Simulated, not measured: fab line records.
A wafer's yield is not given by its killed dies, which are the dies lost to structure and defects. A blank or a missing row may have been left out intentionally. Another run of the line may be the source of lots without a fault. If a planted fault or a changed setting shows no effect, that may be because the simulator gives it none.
Split-lot experiment || flow sfq line || 27 wafers read across 5 lots, on a route 325 steps long

THE SPLIT ITSELF
At SFQ_TRILAYER_INCOMING_OXIDATION_002 (target thk 500 nm, ox time 4939 s), the setting ox time s was moved away from the recipe's 4939 s on 24 of the 27 wafers read, by -42.4% to +56.3%. The other wafers ran this setting at the recipe's value.

The reading is taken at the split's own step.

THE READING
SiO2_of_TRILAYER_INCOMING_OXIDATION_002.thk nm (the simulator's own value, which no gauge read), in nm, at SFQ_TRILAYER_INCOMING_OXIDATION_002 (target thk 500 nm, ox time 4939 s). The file does not state a usual value for it. Across the 3 wafers here that went through the recipe, the average is 499.2 nm and the standard deviation 1.3 nm.

{"wafer": "L074.1", "tool, chamber at the split": "-, -", "ox time s as run, s": 3604, "against the recipe": "-27.0%", "SiO2_of_TRILAYER_INCOMING_OXIDATION_002.thk nm, nm": 406.2, "against lot-mates on the recipe": "no lot-mate on the recipe"}
{"wafer": "L074.2", "tool, chamber at the split": "-, -", "ox time s as run, s": 3604, "against the recipe": "-27.0%", "SiO2_of_TRILAYER_INCOMING_OXIDATION_002.thk nm, nm": 400.5, "against lot-mates on the recipe": "no lot-mate on the recipe"}
{"wafer": "L074.3", "tool, chamber at the split": "-, -", "ox time s as run, s": 3604, "against the recipe": "-27.0%", "SiO2_of_TRILAYER_INCOMING_OXIDATION_002.thk nm, nm": 411.1, "against lot-mates on the recipe": "no lot-mate on the recipe"}
{"wafer": "L074.4", "tool, chamber at the split": "-, -", "ox time s as run, s": 3604, "against the recipe": "-27.0%", "SiO2_of_TRILAYER_INCOMING_OXIDATION_002.thk nm, nm": 405.7, "against lot-mates on the recipe": "no lot-mate on the recipe"}
{"wafer": "L074.5", "tool, chamber at the split": "-, -", "ox time s as run, s": 3604, "against the recipe": "-27.0%", "SiO2_of_TRILAYER_INCOMING_OXIDATION_002.thk nm, nm": 411.5, "against lot-mates on the recipe": "no lot-mate on the recipe"}
{"wafer": "L074.6", "tool, chamber at the split": "-, -", "ox time s as run, s": 3604, "against the recipe": "-27.0%", "SiO2_of_TRILAYER_INCOMING_OXIDATION_002.thk nm, nm": 404.9, "against lot-mates on the recipe": "no lot-mate on the recipe"}
{"wafer": "L075.1", "tool, chamber at the split": "-, -", "ox time s as run, s": 2843, "against the recipe": "-42.4%", "SiO2_of_TRILAYER_INCOMING_OXIDATION_002.thk nm, nm": 331.2, "against lot-mates on the recipe": "no lot-mate on the recipe"}
{"wafer": "L075.2", "tool, chamber at the split": "-, -", "ox time s as run, s": 2843, "against the recipe": "-42.4%", "SiO2_of_TRILAYER_INCOMING_OXIDATION_002.thk nm, nm": 330.4, "against lot-mates on the recipe": "no lot-mate on the recipe"}
{"wafer": "L075.3", "tool, chamber at the split": "-, -", "ox time s as run, s": 2843, "against the recipe": "-42.4%", "SiO2_of_TRILAYER_INCOMING_OXIDATION_002.thk nm, nm": 336.3, "against lot-mates on the recipe": "no lot-mate on the recipe"}
{"wafer": "L075.4", "tool, chamber at the split": "-, -", "ox time s as run, s": 2843, "against the recipe": "-42.4%", "SiO2_of_TRILAYER_INCOMING_OXIDATION_002.thk nm, nm": 339.4, "against lot-mates on the recipe": "no lot-mate on the recipe"}
{"wafer": "L075.5", "tool, chamber at the split": "-, -", "ox time s as run, s": 2843, "against the recipe": "-42.4%", "SiO2_of_TRILAYER_INCOMING_OXIDATION_002.thk nm, nm": 334.3, "against lot-mates on the recipe": "no lot-mate on the recipe"}
{"wafer": "L075.6", "tool, chamber at the split": "-, -", "ox time s as run, s": 2843, "against the recipe": "-42.4%", "SiO2_of_TRILAYER_INCOMING_OXIDATION_002.thk nm, nm": 332.9, "against lot-mates on the recipe": "no lot-mate on the recipe"}
{"wafer": "L081.3", "tool, chamber at the split": "furnace-02, 0", "ox time s as run, s": 4939, "against the recipe": "recipe", "SiO2_of_TRILAYER_INCOMING_OXIDATION_002.thk nm, nm": 501, "against lot-mates on the recipe": "-"}
{"wafer": "L081.4", "tool, chamber at the split": "furnace-02, 0", "ox time s as run, s": 4939, "against the recipe": "recipe", "SiO2_of_TRILAYER_INCOMING_OXIDATION_002.thk nm, nm": 498.2, "against lot-mates on the recipe": "-"}
{"wafer": "L081.5", "tool, chamber at the split": "furnace-02, 0", "ox time s as run, s": 4939, "against the recipe": "recipe", "SiO2_of_TRILAYER_INCOMING_OXIDATION_002.thk nm, nm": 498.5, "against lot-mates on the recipe": "-"}
{"wafer": "L083.1", "tool, chamber at the split": "-, -", "ox time s as run, s": 7719, "against the recipe": "+56.3%", "SiO2_of_TRILAYER_INCOMING_OXIDATION_002.thk nm, nm": 676.5, "against lot-mates on the recipe": "no lot-mate on the recipe"}
{"wafer": "L083.2", "tool, chamber at the split": "-, -", "ox time s as run, s": 7719, "against the recipe": "+56.3%", "SiO2_of_TRILAYER_INCOMING_OXIDATION_002.thk nm, nm": 680.2, "against lot-mates on the recipe": "no lot-mate on the recipe"}
{"wafer": "L083.3", "tool, chamber at the split": "-, -", "ox time s as run, s": 7719, "against the recipe": "+56.3%", "SiO2_of_TRILAYER_INCOMING_OXIDATION_002.thk nm, nm": 682.7, "against lot-mates on the recipe": "no lot-mate on the recipe"}
{"wafer": "L083.4", "tool, chamber at the split": "-, -", "ox time s as run, s": 7719, "against the recipe": "+56.3%", "SiO2_of_TRILAYER_INCOMING_OXIDATION_002.thk nm, nm": 678.7, "against lot-mates on the recipe": "no lot-mate on the recipe"}
{"wafer": "L083.5", "tool, chamber at the split": "-, -", "ox time s as run, s": 7719, "against the recipe": "+56.3%", "SiO2_of_TRILAYER_INCOMING_OXIDATION_002.thk nm, nm": 675.7, "against lot-mates on the recipe": "no lot-mate on the recipe"}
{"wafer": "L083.6", "tool, chamber at the split": "-, -", "ox time s as run, s": 7719, "against the recipe": "+56.3%", "SiO2_of_TRILAYER_INCOMING_OXIDATION_002.thk nm, nm": 683.4, "against lot-mates on the recipe": "no lot-mate on the recipe"}
{"wafer": "L084.1", "tool, chamber at the split": "-, -", "ox time s as run, s": 6554, "against the recipe": "+32.7%", "SiO2_of_TRILAYER_INCOMING_OXIDATION_002.thk nm, nm": 606.6, "against lot-mates on the recipe": "no lot-mate on the recipe"}
{"wafer": "L084.2", "tool, chamber at the split": "-, -", "ox time s as run, s": 6554, "against the recipe": "+32.7%", "SiO2_of_TRILAYER_INCOMING_OXIDATION_002.thk nm, nm": 607.6, "against lot-mates on the recipe": "no lot-mate on the recipe"}
{"wafer": "L084.3", "tool, chamber at the split": "-, -", "ox time s as run, s": 6554, "against the recipe": "+32.7%", "SiO2_of_TRILAYER_INCOMING_OXIDATION_002.thk nm, nm": 603.4, "against lot-mates on the recipe": "no lot-mate on the recipe"}
{"wafer": "L084.4", "tool, chamber at the split": "-, -", "ox time s as run, s": 6554, "against the recipe": "+32.7%", "SiO2_of_TRILAYER_INCOMING_OXIDATION_002.thk nm, nm": 610.5, "against lot-mates on the recipe": "no lot-mate on the recipe"}
{"wafer": "L084.5", "tool, chamber at the split": "-, -", "ox time s as run, s": 6554, "against the recipe": "+32.7%", "SiO2_of_TRILAYER_INCOMING_OXIDATION_002.thk nm, nm": 609.3, "against lot-mates on the recipe": "no lot-mate on the recipe"}
{"wafer": "L084.6", "tool, chamber at the split": "-, -", "ox time s as run, s": 6554, "against the recipe": "+32.7%", "SiO2_of_TRILAYER_INCOMING_OXIDATION_002.thk nm, nm": 609.6, "against lot-mates on the recipe": "no lot-mate on the recipe"}

THE FIT
A straight line over all 27 wafers: SiO2_of_TRILAYER_INCOMING_OXIDATION_002.thk nm changes by +3.45 nm for each +1% of ox time s; r = +1.00; the points scatter about the line by 8.6 nm.
Too few moved wafers with a lot-mate on the recipe to fit a line net of each lot's own level.

FILE'S OWN FIT
SiO2_of_TRILAYER_INCOMING_OXIDATION_002.thk nm changes by +3.45 nm for each +1% of ox time s, r = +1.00.
